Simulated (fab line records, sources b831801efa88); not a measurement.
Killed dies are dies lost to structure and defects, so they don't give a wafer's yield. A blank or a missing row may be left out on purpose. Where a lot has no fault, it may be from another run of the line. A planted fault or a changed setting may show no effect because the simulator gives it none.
fab line records | flow gf180mcu | part 2 of 2: steps 26 to 34 of 34
record lots=5 | wafers=15 | lastDay=34
route steps=602 shown CONTACT@301 M1@315
lots with no fault: from the same line, run without faults
startH: start of the lot's first displayed wafer, in hours after the record's first day | waitH: time in hours since the lot's previous step | " repeats the value in the row above | L1.1+2: several wafers, shown together as one row | - no value, or no start given | * or withheld: withheld | < > ~ a bound
route shown NAME@n: names a module that has steps shown in the file, with the first one's number in the route | usual: mean/standard deviation taken from wafers without a fault | same: alike in all rows | chamber/n: place in a boat | sites: per-site readings | _std_site: the standard deviation of these | _edge_site: mean of outer sites minus mean of inner sites | radiusMm: how far each site lies from the wafer's centre | mask NAME#n: copy n | behind: the last tool/chamber to shape the wafer | hold: the reason the lot was held/the length of the hold in hours/how it ended | device: the transistor (n, p or np) that didn't switch | end of line: the route-end tests of the same wafers | for a step that has no rows: nothing shown but its recipe | killed: count of dies lost to structure and defects at first sort (not the wafer's yield) | map: a wafer's dies, marking killed ones x, the rest . and places with no die _
set.NAME: the run value of the setting; set.NAME@STEP: its run value at that earlier step | model.NAME: the simulator's own value behind a step, which no gauge read
certain route steps with their lots: each step a table, each wafer a row
services: a tool's chamber out of use, with start hour (startH, from the record's first day; less than 0 if before it), hours out, and reason
## steps
# step GF_M1_EXPOSE_11
# recipe maskId=Metal1 | targetCdNm=230 | na=0.68 | sourceShape=conventional | sigmaOuter=0.6 | doseMj=28
# usual reticleTempC=23.02/0.097
# same sigmaOuter=0.6
lot.wafer | tool          | chamber | startH | waitH | mask     | reticleTempC
L075.3    | krfScanner-02 | 0       | -      | -     | Metal1#0 | 22.95
L075.4    | "             | 0       | "      | "     | Metal1#0 | 22.99
L075.6    | "             | 0       | "      | "     | Metal1#0 | 23.04
L081.4    | krfScanner-01 | 0       | -      | -     | Metal1#0 | 22.99
L081.5    | "             | 0       | "      | "     | Metal1#0 | 22.94
L081.6    | "             | 0       | "      | "     | Metal1#0 | 22.92
L084.1    | krfScanner-02 | 0       | -      | -     | Metal1#0 | 23.05
L084.4    | "             | 0       | "      | "     | Metal1#0 | 23.02
L084.6    | "             | 0       | "      | "     | Metal1#0 | 22.88
L092.3    | krfScanner-02 | 0       | -      | -     | Metal1#0 | 22.96
L092.5    | "             | 0       | "      | "     | Metal1#0 | 22.83
L092.6    | "             | 0       | "      | "     | Metal1#0 | 22.99
L093.3    | krfScanner-02 | 0       | -      | -     | Metal1#0 | 23.01
L093.4    | "             | 0       | "      | "     | Metal1#0 | 23.01
L093.6    | "             | 0       | "      | "     | Metal1#0 | 23.02
# step GF_M1_PEB_12
# recipe pebTempC=135 | pebTimeS=90 | resist=KrF
# usual chillPlateTempC=23.01/0.11
lot.wafer | tool          | chamber | startH | waitH | chillPlateTempC
L075.3    | lithoTrack-03 | 0       | -      | -     | 22.90
L075.4    | "             | 0       | "      | "     | 23.02
L075.6    | "             | 0       | "      | "     | 23.05
L081.4    | lithoTrack-01 | 0       | -      | -     | 22.93
L081.5    | "             | 0       | "      | "     | 23.01
L081.6    | "             | 0       | "      | "     | 23.05
L084.1    | lithoTrack-04 | 0       | -      | -     | 22.95
L084.4    | "             | 0       | "      | "     | 23.12
L084.6    | "             | 0       | "      | "     | 23.00
L092.3    | lithoTrack-04 | 0       | -      | -     | 22.83
L092.5    | "             | 0       | "      | "     | 22.95
L092.6    | "             | 0       | "      | "     | 22.80
L093.3    | lithoTrack-03 | 0       | -      | -     | 23.04
L093.4    | "             | 0       | "      | "     | 22.99
L093.6    | "             | 0       | "      | "     | 23.03
# step GF_M1_DEVELOP_13
# recipe developTimeS=60 | devTempC=21
# usual chillPlateTempC=23.01/0.12
lot.wafer | tool          | chamber | startH | waitH | chillPlateTempC
L075.3    | lithoTrack-03 | 0       | 411.33 | 0.1   | 22.91
L075.4    | "             | 0       | "      | "     | 23.04
L075.6    | "             | 0       | "      | "     | 23.15
L081.4    | lithoTrack-01 | 0       | 468.00 | 0.1   | 22.94
L081.5    | "             | 0       | "      | "     | 23.13
L081.6    | "             | 0       | "      | "     | 23.07
L084.1    | lithoTrack-04 | 0       | 492.27 | 0.2   | 22.92
L084.4    | "             | 0       | "      | "     | 22.83
L084.6    | "             | 0       | "      | "     | 22.98
L092.3    | lithoTrack-04 | 0       | 556.72 | 0.1   | 22.94
L092.5    | "             | 0       | "      | "     | 23.08
L092.6    | "             | 0       | "      | "     | 22.93
L093.3    | lithoTrack-03 | 0       | 562.93 | 0.1   | 22.94
L093.4    | "             | 0       | "      | "     | 22.88
L093.6    | "             | 0       | "      | "     | 23.07
# step GF_M1_CD_MEAS_14
# recipe targetCdNm=230
# usual cdNm=230.3/1.1
lot.wafer | tool     | chamber | startH | waitH | cdNm
L075.3    | cdSem-02 | -       | 411.47 | 0.1   | 230.8
L075.4    | "        | -       | "      | "     | 230.9
L075.6    | "        | -       | "      | "     | 231.2
L081.4    | cdSem-02 | -       | 468.14 | 0.1   | 231.0
L081.5    | "        | -       | "      | "     | 231.2
L081.6    | "        | -       | "      | "     | 230.4
L084.1    | cdSem-01 | -       | 492.42 | 0.1   | 230.1
L084.4    | "        | -       | "      | "     | 230.3
L084.6    | "        | -       | "      | "     | 230.0
L092.3    | cdSem-01 | -       | 556.86 | 0.1   | 229.7
L092.5    | "        | -       | "      | "     | 229.0
L092.6    | "        | -       | "      | "     | 228.9
L093.3    | cdSem-02 | -       | 563.07 | 0.1   | 228.7
L093.4    | "        | -       | "      | "     | 228.2
L093.6    | "        | -       | "      | "     | 228.7
# step GF_M1_OVL_MEAS_15
# usual M1_OVL=4/5.4
lot.wafer | tool       | chamber | startH | waitH | M1_OVL[nm]
L075.3    | overlay-02 | -       | 411.56 | 0.1   | -2
L075.4    | "          | -       | "      | "     | 1
L075.6    | "          | -       | "      | "     | 6
L081.4    | overlay-02 | -       | 468.21 | 0.1   | 12
L081.5    | "          | -       | "      | "     | 10
L081.6    | "          | -       | "      | "     | 10
L084.1    | overlay-02 | -       | 492.54 | 0.1   | 7
L084.4    | "          | -       | "      | "     | 6
L084.6    | "          | -       | "      | "     | 5
L092.3    | overlay-01 | -       | 556.95 | 0.1   | 1
L092.5    | "          | -       | "      | "     | 9
L092.6    | "          | -       | "      | "     | -1
L093.3    | overlay-02 | -       | 563.16 | 0.1   | 7
L093.4    | "          | -       | "      | "     | 10
L093.6    | "          | -       | "      | "     | 9
# step GF_M1_METAL_ETCH_16
# recipe chemistry=Cl2/BCl3 | maskMaterial=KrF | targetDepthNm=627.5 | stopOn=SiO2 | pressureMtorr=8 | icpW=800 | biasW=140 | Cl2_flow_sccm=80 | bcl3FlowSccm=40 | timeS=104.6
# usual drypumpMotorCurrentA=6.0/0.54 | oesProductAu=0.974/0.0058 | throttleValvePct=28.247/0.011
# same timeS=104.6
lot.wafer | tool        | chamber | startH | waitH | drypumpMotorCurrentA | oesProductAu | rfHoursCounterH | throttleValvePct
L075.3    | rieMetal-04 | 1       | 411.63 | 0.1   | 6.5                  | 0.980        | -               | 28.232
L075.4    | "           | 0       | "      | "     | 6.0                  | 0.970        | -               | 28.251
L075.6    | "           | 1       | "      | "     | 6.5                  | 0.979        | -               | 28.246
L081.4    | rieMetal-04 | 0       | 468.27 | 0.0   | 6.0                  | 0.980        | -               | 28.244
L081.5    | "           | 0       | "      | "     | 6.0                  | 0.980        | -               | 28.237
L081.6    | "           | 1       | "      | "     | 6.4                  | 0.983        | -               | 28.240
L084.1    | rieMetal-04 | 0       | 492.57 | 0.0   | 6.0                  | 0.982        | 5.9             | 28.248
L084.4    | "           | 1       | "      | "     | 6.4                  | 0.983        | -               | 28.240
L084.6    | "           | 1       | "      | "     | 6.4                  | 0.979        | -               | 28.247
L092.3    | rieMetal-02 | 0       | 557.01 | 0.1   | 6.5                  | 0.982        | -               | 28.251
L092.5    | "           | 0       | "      | "     | 6.5                  | 0.977        | -               | 28.250
L092.6    | "           | 1       | "      | "     | 5.1                  | 0.978        | -               | 28.249
L093.3    | rieMetal-04 | 1       | 563.22 | 0.1   | 6.4                  | 0.981        | -               | 28.243
L093.4    | "           | 0       | "      | "     | 6.0                  | 0.985        | -               | 28.236
L093.6    | "           | 0       | "      | "     | 6.0                  | 0.983        | -               | 28.217
# step GF_M1_STRIP_17
# recipe chemistry=O2/N2 | powerW=1400 | pressureMtorr=1500 | platenTempC=250 | o2FlowSccm=3000 | n2FlowSccm=300 | overashFraction=0.5
# usual drypumpMotorCurrentA=5.57/0.12 | heaterPowerW=316/28 | o2FlowSccm=2999/8.7 | oesProductAu=0.558/0.0043 | stripTimeToEndpointS=7.87/0.034
lot.wafer | tool           | chamber | startH | waitH | drypumpMotorCurrentA | heaterPowerW | o2FlowSccm | oesProductAu | rfHoursCounterH | stripTimeToEndpointS
L075.3    | plasmaAsher-03 | 0       | 411.73 | 0.1   | 5.72                 | 330          | 2987       | 0.554        | -               | 7.92
L075.4    | "              | 1       | "      | "     | 5.55                 | 280          | 3001       | 0.557        | -               | 7.89
L075.6    | "              | 0       | "      | "     | 5.70                 | 322          | 2986       | 0.557        | -               | 7.89
L081.4    | plasmaAsher-03 | 0       | 468.38 | 0.1   | 5.72                 | 334          | 2990       | 0.559        | -               | 7.90
L081.5    | "              | 0       | "      | "     | 5.73                 | 329          | 2991       | 0.561        | -               | 7.87
L081.6    | "              | 1       | "      | "     | 5.53                 | 278          | 2998       | 0.554        | -               | 7.90
L084.1    | plasmaAsher-03 | 0       | 492.69 | 0.1   | 5.71                 | 330          | 3014       | 0.561        | 65              | 7.87
L084.4    | "              | 0       | "      | "     | 5.68                 | 326          | 2992       | 0.557        | -               | 7.84
L084.6    | "              | 1       | "      | "     | 5.52                 | 279          | 3000       | 0.555        | -               | 7.83
L092.3    | plasmaAsher-04 | 0       | 557.12 | 0.1   | 5.63                 | 303          | 3004       | 0.560        | -               | 7.89
L092.5    | "              | 0       | "      | "     | 5.62                 | 298          | 3009       | 0.567        | -               | 7.87
L092.6    | "              | 1       | "      | "     | 5.48                 | 329          | 2983       | 0.555        | -               | 7.85
L093.3    | plasmaAsher-01 | 1       | 563.33 | 0.1   | 5.26                 | 330          | 3002       | 0.559        | -               | 7.85
L093.4    | "              | 0       | "      | "     | 5.60                 | 373          | 2983       | 0.550        | -               | 7.82
L093.6    | "              | 1       | "      | "     | 5.27                 | 339          | 3011       | 0.564        | -               | 7.85
# step GF_M1_STRIP_18
# recipe chemistry=postEtchResidueRemover | timeS=1200 | tempC=72.5
# usual bathHeatDutyPct=14.7/1.8
# same timeS=1200
lot.wafer | tool        | chamber | startH | waitH | bathHeatDutyPct
L075.3    | wetBench-01 | 3       | 411.80 | 0.0   | 16.5
L075.4    | "           | 3       | "      | "     | 16.4
L075.6    | "           | 3       | "      | "     | 14.5
L081.4    | wetBench-01 | 0       | 468.44 | 0.0   | 12.1
L081.5    | "           | 0       | "      | "     | 13.7
L081.6    | "           | 0       | "      | "     | 11.9
L084.1    | wetBench-04 | 3       | 492.79 | 0.1   | 15.4
L084.4    | "           | 3       | "      | "     | 15.2
L084.6    | "           | 3       | "      | "     | 15.1
L092.3    | wetBench-01 | 2       | 557.19 | 0.0   | 15.2
L092.5    | "           | 2       | "      | "     | 15.1
L092.6    | "           | 2       | "      | "     | 15.4
L093.3    | wetBench-04 | 3       | 563.40 | 0.0   | 15.6
L093.4    | "           | 3       | "      | "     | 15.6
L093.6    | "           | 3       | "      | "     | 14.3
# step GF_M1_CLEAN_19
# recipe chemistry=DIW | dry=n2Spin
lot.wafer  | tool        | chamber | startH | waitH
L075.3+4+6 | wetBench-02 | 1       | 412.14 | 0.0
L081.4+5+6 | wetBench-04 | 2       | 468.79 | 0.0
L084.1+4+6 | wetBench-01 | 2       | 493.13 | 0.0
L092.3+5+6 | wetBench-02 | 3       | 557.53 | 0.0
L093.3+4+6 | wetBench-02 | 3       | 563.77 | 0.0
## services
tool           | chamber | startH | hours | kind
cmp-02         | -       | 369.04 | 3.3   | pm
wetBench-02    | -       | 369.84 | 0.5   | repair
pvdSputter-04  | -       | 378.74 | 0.8   | repair
plasmaAsher-04 | -       | 382.65 | 5.8   | repair
cvdW-01        | -       | 390.00 | 14.0  | pm
rieMetal-04    | -       | 391.47 | 0.1   | repair
wetBench-04    | -       | 400.79 | 8.1   | repair
rieDiel-02     | 1       | 408.53 | 3.7   | repair
cvdW-01        | -       | 427.99 | 1.8   | repair
krfScanner-02  | -       | 434.59 | 1.0   | pm
krfScanner-02  | -       | 444.71 | 1.3   | pm
krfScanner-02  | -       | 451.05 | 0.6   | repair
pvdSputter-04  | -       | 460.83 | 8.7   | repair
pvdSputter-04  | -       | 463.06 | 0.8   | repair
cvdW-01        | -       | 477.63 | 0.5   | repair
krfScanner-02  | -       | 479.75 | 0.8   | pm
wetBench-02    | -       | 482.13 | 2.3   | repair
rieDiel-02     | 3       | 495.70 | 26.3  | repair
cvdW-01        | -       | 505.45 | 0.9   | repair
rieDiel-02     | 0       | 515.91 | 9.2   | repair
cvdW-01        | 0       | 530.57 | 3.0   | repair
krfScanner-02  | -       | 531.56 | 4.4   | pm
rieDiel-02     | 2       | 539.65 | 6.9   | repair
rieDiel-02     | 3       | 558.27 | 5.1   | repair
